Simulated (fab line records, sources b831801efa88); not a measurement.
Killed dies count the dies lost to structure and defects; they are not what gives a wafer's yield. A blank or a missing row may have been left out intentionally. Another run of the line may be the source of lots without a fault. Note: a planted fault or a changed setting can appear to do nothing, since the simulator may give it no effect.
fab line records | flow sky130
record lots=7 wafers=21 lastDay=50
route steps=708 shown LDD_N@252 LDD_P@255 LDD_HVN@267 PAD_OPEN@708
lots with no fault: from the same line, run without faults
startH: hours from the record's opening day to when the first of the lot's shown wafers began | waitH: hours since the lot's step before | " as in the row above | L1.1+2: several wafers, shown together as one row | - no value, or no start was given | * or withheld: withheld | < > ~ a bound
route shown NAME@n: NAME is a module with steps in the file, n the number in the route of the first one | usual: mean/standard deviation taken from wafers without a fault | same: alike in all rows | chamber/n: place in a boat | sites: each site's reading | _std_site: how widely they spread, as a standard deviation | _edge_site: inner sites' mean taken away from outer sites' mean | radiusMm: for every site, how far away it sits from the centre of the wafer | mask NAME#n: copy n | behind: the tool/chamber that last shaped the wafer | hold: why the lot went on hold/how many hours it stayed there/how the hold came to an end | device: the transistor (n, p or np) that didn't switch | end of line: the route-end tests of the same wafers | a step given without rows: its recipe and nothing more | killed: not the wafer's yield, but the dies lost to structure and defects at the first sort | map: dies across one wafer; x = killed, . = not, _ = none there
set.NAME: the run value of the setting; set.NAME@STEP: its run value at that earlier step | model.NAME: the simulator's own value behind a step, which no gauge read
lots at selected steps of the route; one table per step, one row per wafer
services: when a tool's chamber went out of use (startH, in hours from the record's first day, below 0 if earlier), for how many hours, and the reason
## steps
# step SKY_LDD_N_IMPLANT_15
# recipe species=BF2 energyKev=50 doseCm2=5e+12 tiltDeg=30 rotationDeg=270
# step SKY_LDD_N_STRIP_16
# recipe chemistry=O2/N2 powerW=1400 pressureMtorr=1500 platenTempC=withheld o2FlowSccm=3000 n2FlowSccm=300 overashFraction=0.5
# usual drypumpMotorCurrentA=5.7/0.5 oesProductAu=0.406/0.0047 stripTimeToEndpointS=4.311/0.016
# columns lot.wafer tool chamber startH waitH drypumpMotorCurrentA oesProductAu rfHoursCounterH stripTimeToEndpointS
L416.2 plasmaAsher-01 1 483.05 0.1 5.4 0.411 36 4.299
L416.3 " 0 " " 6.7 0.401 - 4.291
L416.5 " 0 " " 6.6 0.406 - 4.302
L417.1 plasmaAsher-02 0 491.20 0.1 5.5 0.411 6 4.307
L417.2 " 1 " " 5.4 0.397 6 4.316
L417.5 " 0 " " 5.5 0.409 - 4.319
L418.2 plasmaAsher-03 0 501.45 0.1 6.4 0.396 68 4.321
L418.4 " 1 " " 5.4 0.417 - 4.324
L418.6 " 1 " " 5.3 0.415 - 4.297
L419.3 plasmaAsher-03 1 510.03 0.1 5.3 0.414 - 4.285
L419.4 " 0 " " 6.4 0.406 - 4.321
L419.5 " 1 " " 5.3 0.409 - 4.298
L427.4 plasmaAsher-02 1 575.69 0.1 5.4 0.407 - 4.327
L427.5 " 1 " " 5.4 0.405 - 4.333
L427.6 " 0 " " 5.5 0.403 - 4.341
L429.1 plasmaAsher-03 1 587.65 0.1 5.3 0.405 77 4.343
L429.3 " 1 " " 5.4 0.399 - 4.331
L429.5 " 1 " " 5.4 0.405 - 4.324
L430.2 plasmaAsher-01 1 595.10 0.1 5.4 0.411 48 4.299
L430.4 " 1 " " 5.4 0.407 - 4.308
L430.5 " 0 " " 6.6 0.406 - 4.298
# step SKY_LDD_N_TW_MEAS_17
# usual LDD_N_TW=2581/17
# columns lot.wafer tool chamber startH waitH LDD_N_TW
L416.2 filmMetro-01 - 483.16 0.1 2584
L416.3 " - " " 2578
L416.5 " - " " 2580
L417.1 filmMetro-04 - 491.30 0.1 2559
L417.2 " - " " 2557
L417.5 " - " " 2576
L418.2 filmMetro-01 - 501.56 0.1 2595
L418.4 " - " " 2590
L418.6 " - " " 2586
L419.3 filmMetro-01 - 510.12 0.1 2600
L419.4 " - " " 2576
L419.5 " - " " 2602
L427.4 filmMetro-04 - 575.78 0.1 2533
L427.5 " - " " 2539
L427.6 " - " " 2553
L429.1 filmMetro-02 - 587.75 0.1 2586
L429.3 " - " " 2582
L429.5 " - " " 2587
L430.2 filmMetro-01 - 595.21 0.1 2600
L430.4 " - " " 2590
L430.5 " - " " 2595
# step SKY_LDD_P_DEHYDRATE_00
# recipe tempC=200 timeS=60
# step SKY_LDD_P_HMDS_01
# recipe primeTimeS=60 primeTempC=120
# step SKY_LDD_P_COAT_02
# recipe resist=NOVOLAK spinRpm=3000 resistThkNm=1140
# step SKY_LDD_P_SOFTBAKE_03
# recipe tempC=90 timeS=60 resist=NOVOLAK
# step SKY_LDD_P_EXPOSE_04
# recipe maskId=PSDM na=0.6 sourceShape=conventional sigmaOuter=0.6 polarization=unpolarized targetCdNm=380 doseMj=138
# step SKY_LDD_P_PEB_05
# recipe tempC=withheld timeS=* resist=NOVOLAK
# step SKY_LDD_P_DEVELOP_06
# recipe resist=NOVOLAK developer=TMAH developTimeS=60 devTempC=23
# step SKY_LDD_P_CD_MEAS_07
# recipe targetCdNm=380
# usual cdNm=379.7/2.3
# columns lot.wafer tool chamber startH waitH cdNm
L416.2 cdSem-02 - 513.50 0.1 383.3
L416.3 " - " " 384.5
L416.5 " - " " 382.4
L417.1 cdSem-02 - 521.08 0.1 378.5
L417.2 " - " " 379.5
L417.5 " - " " 380.3
L418.2 cdSem-01 - 532.13 0.1 380.9
L418.4 " - " " 382.1
L418.6 " - " " 382.2
L419.3 cdSem-02 - 539.97 0.1 381.9
L419.4 " - " " 381.8
L419.5 " - " " 381.2
L427.4 cdSem-02 - 603.88 0.1 379.9
L427.5 " - " " 380.2
L427.6 " - " " 377.2
L429.1 cdSem-02 - 617.42 0.1 378.0
L429.3 " - " " 375.5
L429.5 " - " " 376.5
L430.2 cdSem-01 - 624.79 0.1 379.8
L430.4 " - " " 380.2
L430.5 " - " " 381.2
# step SKY_LDD_P_OVL_MEAS_08
# usual LDD_P_OVL=-1.8/1.4
# columns lot.wafer tool chamber startH waitH LDD_P_OVL[nm]
L416.2 overlay-01 - 513.61 0.1 -2.9
L416.3 " - " " 1.1
L416.5 " - " " -3.0
L417.1 overlay-01 - 521.20 0.1 -1.3
L417.2 " - " " -1.3
L417.5 " - " " -1.4
L418.2 overlay-02 - 532.24 0.1 -5.0
L418.4 " - " " -1.1
L418.6 " - " " -1.9
L419.3 overlay-01 - 540.06 0.1 -3.0
L419.4 " - " " -2.2
L419.5 " - " " -3.0
L427.4 overlay-01 - 603.95 0.1 -2.0
L427.5 " - " " -1.3
L427.6 " - " " -0.6
L429.1 overlay-01 - 617.54 0.1 0.0
L429.3 " - " " 0.0
L429.5 " - " " 0.1
L430.2 overlay-01 - 624.89 0.1 1.9
L430.4 " - " " -1.2
L430.5 " - " " -0.3
# step SKY_LDD_P_IMPLANT_09
# recipe species=BF2 energyKev=25 doseCm2=1e+13 tiltDeg=withheld
# usual doseIonsCm2=1e+13/1.1e+10 endStationPressureTorr=5.11e-06/3e-07 faradayCurrentUA=56.4/1.1
# columns lot.wafer tool chamber startH waitH doseIonsCm2 endStationPressureTorr faradayCurrentUA
L416.2 implanter-02 0 513.66 0.0 1.0011e+13 5.56e-06 58.0
L416.3 " 0 " " 9.993e+12 5.23e-06 54.8
L416.5 " 0 " " 1.0016e+13 4.97e-06 56.5
L417.1 implanter-02 0 521.24 0.0 3.47e+12 4.73e-06 19.1
L417.2 " 0 " " 3.488e+12 5e-06 19.3
L417.5 " 0 " " 3.457e+12 4.87e-06 20.3
L418.2 implanter-02 0 532.29 0.0 3.468e+12 5.45e-06 18.9
L418.4 " 0 " " 3.468e+12 5.37e-06 19.6
L418.6 " 0 " " 3.487e+12 5.22e-06 20.0
L419.3 implanter-02 0 540.14 0.1 3.48e+12 4.91e-06 20.2
L419.4 " 0 " " 3.479e+12 5.27e-06 19.8
L419.5 " 0 " " 3.474e+12 4.94e-06 20.1
L427.4 implanter-04 0 604.05 0.1 9.988e+12 5.48e-06 57.3
L427.5 " 0 " " 1e+13 5.17e-06 56.6
L427.6 " 0 " " 1.0012e+13 4.66e-06 57.6
L429.1 implanter-02 0 617.57 0.0 1e+13 5.13e-06 57.8
L429.3 " 0 " " 9.989e+12 4.73e-06 55.3
L429.5 " 0 " " 9.989e+12 4.93e-06 58.1
L430.2 implanter-04 0 624.95 0.0 9.978e+12 4.81e-06 56.8
L430.4 " 0 " " 9.986e+12 4.81e-06 56.6
L430.5 " 0 " " 9.987e+12 4.97e-06 56.4
# step SKY_LDD_P_STRIP_10
# recipe chemistry=O2/N2 powerW=1400 pressureMtorr=1500 platenTempC=withheld o2FlowSccm=3000 n2FlowSccm=300 overashFraction=0.5
# usual drypumpMotorCurrentA=5.5/0.41 oesProductAu=0.716/0.0048 stripTimeToEndpointS=14.19/0.042
# columns lot.wafer tool chamber startH waitH drypumpMotorCurrentA oesProductAu rfHoursCounterH stripTimeToEndpointS
L416.2 plasmaAsher-02 1 513.79 0.1 5.4 0.716 8 14.22
L416.3 " 1 " " 5.4 0.718 - 14.24
L416.5 " 0 " " 5.5 0.723 - 14.23
L417.1 plasmaAsher-02 0 521.39 0.1 5.5 0.717 9 14.17
L417.2 " 1 " " 5.4 0.721 9 14.18
L417.5 " 0 " " 5.5 0.723 - 14.19
L418.2 plasmaAsher-04 1 532.42 0.1 5.3 0.718 84 14.23
L418.4 " 0 " " 5.3 0.711 - 14.26
L418.6 " 1 " " 5.3 0.715 - 14.24
L419.3 plasmaAsher-01 1 540.27 0.1 5.4 0.720 - 14.10
L419.4 " 0 " " 6.6 0.708 - 14.19
L419.5 " 1 " " 5.4 0.717 - 14.14
L427.4 plasmaAsher-01 1 604.16 0.1 5.4 0.711 - 14.19
L427.5 " 0 " " 6.6 0.723 - 14.21
L427.6 " 1 " " 5.4 0.720 - 14.21
L429.1 plasmaAsher-02 0 617.72 0.1 5.5 0.716 17 14.20
L429.3 " 0 " " 5.5 0.713 - 14.16
L429.5 " 0 " " 5.5 0.717 - 14.18
L430.2 plasmaAsher-02 1 625.07 0.1 5.4 0.722 18 14.19
L430.4 " 0 " " 5.5 0.715 - 14.17
L430.5 " 0 " " 5.5 0.713 - 14.18
# step SKY_LDD_P_TW_MEAS_11
# usual LDD_P_TW=637/3.1
# columns lot.wafer tool chamber startH waitH LDD_P_TW
L416.2 filmMetro-01 - 513.90 0.1 636
L416.3 " - " " 642
L416.5 " - " " 636
L417.1 filmMetro-01 - 521.49 0.1 461
L417.2 " - " " 463
L417.5 " - " " 460
L418.2 filmMetro-02 - 532.53 0.1 457
L418.4 " - " " 459
L418.6 " - " " 457
L419.3 filmMetro-02 - 540.36 0.1 458
L419.4 " - " " 457
L419.5 " - " " 455
L427.4 filmMetro-03 - 604.25 0.1 641
L427.5 " - " " 641
L427.6 " - " " 638
L429.1 filmMetro-02 - 617.82 0.1 633
L429.3 " - " " 633
L429.5 " - " " 632
L430.2 filmMetro-01 - 625.18 0.1 641
L430.4 " - " " 637
L430.5 " - " " 641
# step SKY_LDD_HVN_DEHYDRATE_00
# recipe tempC=200 timeS=60
# step SKY_PAD_OPEN_PROBE_99
# usual killed_at_M0_to_M3=42/6.1 killed_at_M4_up=3.4/2 killedAtContacts=23/4.8 killedAtFrontEnd=15/3.8 killedAtOther=0.3/0.48 killedDies=84/8.5 killedOpen=46/6.8 killedShort=38/6.2
# same grossDies=492 killedAtBackSide=0
# columns lot.wafer tool chamber startH waitH killed_at_M0_to_M3 killed_at_M4_up killedAtContacts killedAtFrontEnd killedAtOther killedDies killedOpen killedShort model.etest.tipP.rsOhmSq model.etest.tipP.rsOhmSqRange model.etest.pfet_01v8.rOnOhmUm model.etest.tipP.rsOhmSqRimLessCentre model.etest.pfet_01v8.driveUaUm model.etest.pfet_01v8_hvt.driveUaUm model.etest.sramPfetLatch.driveUaUm model.etest.pfet_01v8_mvt.driveUaUm
L416.2 prober-02 - 1133.66 0.1 47 5 21 12 0 85 53 32 6870 149.9 2986 -63.64 187.6 139.6 138.2 146.8
L416.3 prober-02 - 1133.71 0.2 43 1 19 12 0 75 46 29 6866 260.4 2955 31.55 186.1 138.4 139.1 148.2
L416.5 prober-02 - 1133.81 0.2 43 7 19 9 0 78 39 39 6886 220 2982 29.36 185.5 136.8 145.3 146.2
L417.1 prober-01 - 1140.59 0.1 42 8 19 15 0 84 42 42 1.781e+04 1028 3177 674 168.8 125.1 123.8 139
L417.2 prober-01 - 1140.64 0.1 44 2 27 19 1 93 60 33 1.781e+04 858.9 3200 174.4 169.9 124.5 118.2 138.2
L417.5 prober-01 - 1140.79 0.2 31 2 23 13 0 69 41 28 1.769e+04 599.1 3194 -25.24 169.1 125.2 125.1 138.4
L418.2 prober-02 - 1144.93 0.1 38 2 19 9 0 68 34 34 1.796e+04 612.1 3214 115.1 166.6 122.4 121.5 135.7
L418.4 prober-02 - 1145.03 0.2 48 3 18 17 1 87 38 47 1.761e+04 503.5 3219 -183.5 168.3 123.9 123.8 139
L418.6 prober-02 - 1145.13 0.2 42 0 18 21 0 81 41 40 1.758e+04 1146 3163 -507.9 168.8 123.3 118 139.4
L419.3 prober-01 - 1146.83 0.2 29 3 25 20 0 77 40 37 1.691e+04 711.9 3189 375.3 170 124.5 117.7 140.1
L419.4 prober-01 - 1146.88 0.2 39 1 24 9 0 73 48 25 1.702e+04 703.8 3187 -269.9 170.7 126 124.7 141.6
L419.5 prober-01 - 1146.93 0.2 41 6 18 11 0 76 41 35 1.735e+04 884.6 3241 -38.69 166.3 123.5 121.6 139.3
L427.4 prober-02 - 1188.64 0.2 48 3 18 14 0 83 40 43 6884 183.2 2868 34.59 193.5 144.9 137.8 153.4
L427.5 prober-02 - 1188.69 0.2 38 4 22 18 0 82 38 44 6819 252.8 2811 96.02 200.8 148 146 158.4
L427.6 prober-02 - 1188.74 0.2 53 1 22 16 2 94 51 43 6907 217.7 2930 45.15 189.6 140.4 144.3 150.2
L429.1 prober-02 - 1194.33 0.1 41 8 21 13 0 83 45 38 6944 238.2 2901 -21.61 193.3 143.9 142.9 152.3
L429.3 prober-02 - 1194.43 0.2 54 6 19 11 0 90 44 46 6932 118.1 2927 -24.31 192.2 142.4 141.8 151.6
L429.5 prober-02 - 1194.53 0.2 44 3 14 17 0 78 40 38 6868 203.8 2992 -48.31 185.7 138.8 136.8 148.3
L430.2 prober-01 - 1198.08 0.1 41 1 20 21 0 83 45 38 6778 227.1 2804 61.92 202.1 152.1 149.6 159.4
L430.4 prober-01 - 1198.18 0.2 45 2 25 15 1 88 43 44 6819 80.57 2786 28.5 202.7 150.7 145 157.4
L430.5 prober-01 - 1198.23 0.2 39 2 25 19 0 85 42 42 6794 264.2 2836 147.4 197.3 147.1 146.7 156.4
# killed by level:class
L416.2 VIA1:geometricParticle:open=12 VIA2:geometricParticle:open=8 CONTACT:geometricParticle:open=7 VIA3:geometricParticle:open=7 LI_CONTACT:geometricParticle:open=6 METAL4:geometricParticle:short=5 METAL1:geometricParticle:short=4 POLY_GATE:geometricParticle:short=3
L416.3 VIA1:geometricParticle:open=10 LI_CONTACT:geometricParticle:open=9 CONTACT:geometricParticle:open=6 VIA2:geometricParticle:open=6 VIA3:geometricParticle:open=5 FIELD_ISO:geometricParticle:short=4 METAL1:geometricParticle:short=4 VIA3:geometricParticle:short=4
L416.5 CONTACT:geometricParticle:open=9 VIA1:geometricParticle:open=9 VIA3:geometricParticle:open=8 METAL2:geometricParticle:short=5 VIA2:geometricParticle:open=5 METAL4:geometricParticle:short=5 FIELD_ISO:geometricParticle:short=4 VIA1:geometricParticle:short=4
L417.1 LI_CONTACT:geometricParticle:open=9 VIA1:geometricParticle:open=6 METAL4:geometricParticle:short=6 CONTACT:geometricParticle:open=6 METAL1:geometricParticle:short=6 VIA2:geometricParticle:short=6 VIA2:geometricParticle:open=6 FIELD_ISO:geometricParticle:short=5
L417.2 CONTACT:geometricParticle:open=12 VIA3:geometricParticle:open=10 VIA2:geometricParticle:open=10 LI_CONTACT:geometricParticle:open=9 FIELD_ISO:geometricParticle:open=7 VIA1:geometricParticle:open=6 FIELD_ISO:geometricParticle:short=4 CONTACT:geometricParticle:short=4
L417.5 VIA1:geometricParticle:open=11 CONTACT:geometricParticle:open=10 LI_CONTACT:geometricParticle:open=5 VIA2:geometricParticle:open=5 POLY_GATE:geometricParticle:short=4 METAL2:geometricParticle:short=4 LOCAL_INTERCONNECT:geometricParticle:short=3 METAL1:geometricParticle:short=3
L418.2 METAL1:geometricParticle:short=9 CONTACT:geometricParticle:open=8 LI_CONTACT:geometricParticle:open=5 VIA1:geometricParticle:open=5 VIA1:geometricParticle:short=5 METAL2:geometricParticle:short=4 CONTACT:geometricParticle:short=3 METAL1:geometricParticle:open=3
L418.4 METAL2:geometricParticle:short=12 VIA1:geometricParticle:open=9 VIA2:geometricParticle:open=8 POLY_GATE:geometricParticle:open=6 LI_CONTACT:geometricParticle:open=6 METAL1:geometricParticle:short=6 LOCAL_INTERCONNECT:geometricParticle:short=5 CONTACT:geometricParticle:short=5
L418.6 FIELD_ISO:geometricParticle:short=9 VIA1:geometricParticle:open=9 VIA3:geometricParticle:open=8 LI_CONTACT:geometricParticle:open=7 METAL2:geometricParticle:short=7 FIELD_ISO:geometricParticle:open=5 POLY_GATE:geometricParticle:short=5 CONTACT:geometricParticle:open=5
L419.3 CONTACT:geometricParticle:open=10 LOCAL_INTERCONNECT:geometricParticle:short=8 POLY_GATE:geometricParticle:short=6 VIA1:geometricParticle:open=6 VIA3:geometricParticle:open=6 POLY_GATE:geometricParticle:open=5 LI_CONTACT:geometricParticle:open=4 VIA2:geometricParticle:open=4
L419.4 VIA3:geometricParticle:open=10 CONTACT:geometricParticle:open=9 VIA2:geometricParticle:open=9 VIA1:geometricParticle:open=7 POLY_GATE:geometricParticle:open=5 LI_CONTACT:geometricParticle:open=5 CONTACT:geometricParticle:short=5 METAL1:geometricParticle:short=3
L419.5 VIA1:geometricParticle:open=12 CONTACT:geometricParticle:open=7 VIA2:geometricParticle:open=6 LI_CONTACT:geometricParticle:open=5 METAL4:geometricParticle:short=5 METAL1:geometricParticle:short=4 VIA1:geometricParticle:short=4 VIA2:geometricParticle:short=4
L427.4 METAL1:geometricParticle:short=10 CONTACT:geometricParticle:open=8 VIA2:geometricParticle:open=7 VIA3:geometricParticle:open=6 VIA1:geometricParticle:open=6 FIELD_ISO:geometricParticle:open=5 VIA1:geometricParticle:short=5 FIELD_ISO:geometricParticle:short=4
L427.5 VIA1:geometricParticle:open=10 FIELD_ISO:geometricParticle:short=7 VIA2:geometricParticle:open=7 LOCAL_INTERCONNECT:geometricParticle:short=7 CONTACT:geometricParticle:open=7 CONTACT:geometricParticle:short=5 POLY_GATE:geometricParticle:short=4 METAL2:geometricParticle:short=4
L427.6 METAL1:geometricParticle:short=11 CONTACT:geometricParticle:open=9 VIA2:geometricParticle:open=7 VIA1:geometricParticle:open=7 METAL2:geometricParticle:short=6 FIELD_ISO:geometricParticle:open=6 LI_CONTACT:geometricParticle:open=6 VIA3:geometricParticle:open=5
L429.1 VIA1:geometricParticle:open=9 VIA3:geometricParticle:open=7 LI_CONTACT:geometricParticle:open=6 CONTACT:geometricParticle:short=6 CONTACT:geometricParticle:open=6 VIA2:geometricParticle:open=6 FIELD_ISO:geometricParticle:short=5 POLY_GATE:geometricParticle:short=5
L429.3 VIA3:geometricParticle:open=13 METAL1:geometricParticle:short=8 METAL2:geometricParticle:short=8 VIA1:geometricParticle:open=7 VIA2:geometricParticle:open=7 VIA1:geometricParticle:short=6 CONTACT:geometricParticle:open=5 LOCAL_INTERCONNECT:geometricParticle:short=5
L429.5 VIA1:geometricParticle:open=10 VIA2:geometricParticle:open=8 VIA3:geometricParticle:open=6 CONTACT:geometricParticle:open=6 METAL1:geometricParticle:short=5 METAL2:geometricParticle:short=5 FIELD_ISO:geometricParticle:short=4 POLY_GATE:geometricParticle:open=4
L430.2 VIA1:geometricParticle:open=9 FIELD_ISO:geometricParticle:short=8 METAL2:geometricParticle:short=7 VIA2:geometricParticle:open=7 FIELD_ISO:geometricParticle:open=6 CONTACT:geometricParticle:open=6 LI_CONTACT:geometricParticle:open=5 VIA3:geometricParticle:open=5
L430.4 VIA3:geometricParticle:open=9 CONTACT:geometricParticle:open=8 LOCAL_INTERCONNECT:geometricParticle:short=7 VIA1:geometricParticle:open=6 VIA2:geometricParticle:short=6 VIA2:geometricParticle:open=6 LI_CONTACT:geometricParticle:open=5 FIELD_ISO:geometricParticle:open=4
L430.5 CONTACT:geometricParticle:open=10 METAL1:geometricParticle:short=9 VIA3:geometricParticle:open=7 CONTACT:geometricParticle:short=6 VIA2:geometricParticle:open=6 VIA1:geometricParticle:open=6 LI_CONTACT:geometricParticle:open=5 FIELD_ISO:geometricParticle:short=4
## services
# columns tool chamber startH hours kind
implanter-04 - 551.41 9.1 repair
plasmaAsher-02 - 556.41 12.3 pm
implanter-02 - 559.39 3.2 pm
implanter-02 - 564.37 1.2 repair
implanter-04 - 567.21 1.1 repair
plasmaAsher-02 - 576.48 2.1 repair
implanter-04 - 583.16 1.3 repair
implanter-04 - 611.13 1.9 repair
## key
firstSign step=SKY_LDD_P_IMPLANT_09 reading=doseIonsCm2 direction=down sigmas=99+ usual=* struck=*
effect step=SKY_LDD_P_IMPLANT_09 reading=faradayCurrentUA direction=down sigmas=32 usual=56.4 struck=19.7
effect step=SKY_LDD_P_TW_MEAS_11 reading=LDD_P_TW direction=down sigmas=58 usual=637 struck=459
modelEffect step=SKY_PAD_OPEN_PROBE_99 value=etest.tipP.rsOhmSq without=6966 struck=1.753e+04
metAt SKY_LDD_P_IMPLANT_09
struckWafers L417.1,L417.2,L417.5,L418.2,L418.4,L418.6,L419.3,L419.4,L419.5
testerLeftOut L417,L418,L419
onsetBetween 513.66 521.24
fault kind=processParameterDrift tool=implanter-02 chamber=- onsetH=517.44 steps=SKY_LDD_P_IMPLANT_09 channel=doseCm2 offset=* shape=step endH=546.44 actsIn=* stated=*
# testerLeftOut: of these lots the tester's yield and bins aren't shown, on N5 and GAA mostly nor the transistor test; their killed dies are dies lost to structure and defects alone, not to doping, threshold or leakage, so they don't give the yield
